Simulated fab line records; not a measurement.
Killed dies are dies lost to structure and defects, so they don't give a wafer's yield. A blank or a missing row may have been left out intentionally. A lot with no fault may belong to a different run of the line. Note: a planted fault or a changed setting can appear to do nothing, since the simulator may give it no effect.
2 desks looking at one fault    flow gf180mcu    numbers are kept per desk, each desk with only its own; the story behind them comes last

FOR THE TOOL OWNER'S DESK: pecvd-03
The tool's own readings at GF_V3_CVD_02 (deposits SiO2 from TEOS, target thk 850 nm, time 94.851 s): means of the sampled wafers that have a number, for each lot that ran on this tool. Marked OUT: a lot whose mean sits more than 4 standard deviations from the usual mean, which makes it out of limits; the brackets give that distance.
Columns: A = heater_power_w at GF_V3_CVD_02, usual 696 W; B = run_length_s at GF_V3_CVD_02, usual 122.5 s
lot   first seen here  A    B
L983  day 22 14:34     762  122.0
L984  day 22 22:45     702  122.1
L990  day 25 00:20     700  60.7 (-88) OUT
L992  day 25 14:56     761  61.0 (-88) OUT
Finding of this desk: L990, L992 out of limits; the first was L990 at day 25 00:20, on run_length_s at GF_V3_CVD_02. Within limits: L983, L984.

METROLOGY DESK
Means of the sampled wafers that have a number, per lot and without regard to the tool the lot ran on: this is what the gauges read. Marked OUT: a lot whose mean sits more than 4 standard deviations from the usual mean, which makes it out of limits; the brackets give that distance.
Columns: A = V2_OVL at GF_V2_OVL_MEAS_15, usual 2 nm; B = V3_CVD_02_THK at GF_V3_THK_MEAS_03, usual 851 nm
lot   first seen here  A   B
L981  day 20 06:22     2   840
L982  day 21 04:46     0   865
L983  day 21 12:24     2   860
L984  day 21 20:39     -4  847
L988  day 23 07:16     -1  851
L990  day 23 23:27     10  304 (-42) OUT
L992  day 24 14:38     1   295 (-43) OUT
L998  day 26 11:22     6   848
L999  day 26 17:17     7   850
L101  day 27 08:15     -3  842
L102  day 27 19:09     3   847
L103  day 27 22:33     -6  847
Finding of this desk: L990, L992 out of limits, first seen on L990 at day 25 00:25 (V3_CVD_02_THK at GF_V3_THK_MEAS_03). Within limits: L981, L982, L983, L984, L988, L998, L999, L101, L102, L103.

PUT TOGETHER
At day 25 00:20, on L990, L992, the tool owner's desk was in a position to raise an alarm.
An alarm was possible from the metrology desk at day 25 00:25, on L990, L992.
All the named lots went through GF_V3_CVD_02 on pecvd-03.

WHAT THE SIMULATOR PUT IN
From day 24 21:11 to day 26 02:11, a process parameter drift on pecvd-03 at GF_V3_CVD_02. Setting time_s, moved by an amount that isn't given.
Lots struck among those shown: L990, L992.
Delay (hours) between the fault's onset and each desk's first out-of-limits reading: 3 at the tool owner's desk, 3 at the metrology desk.
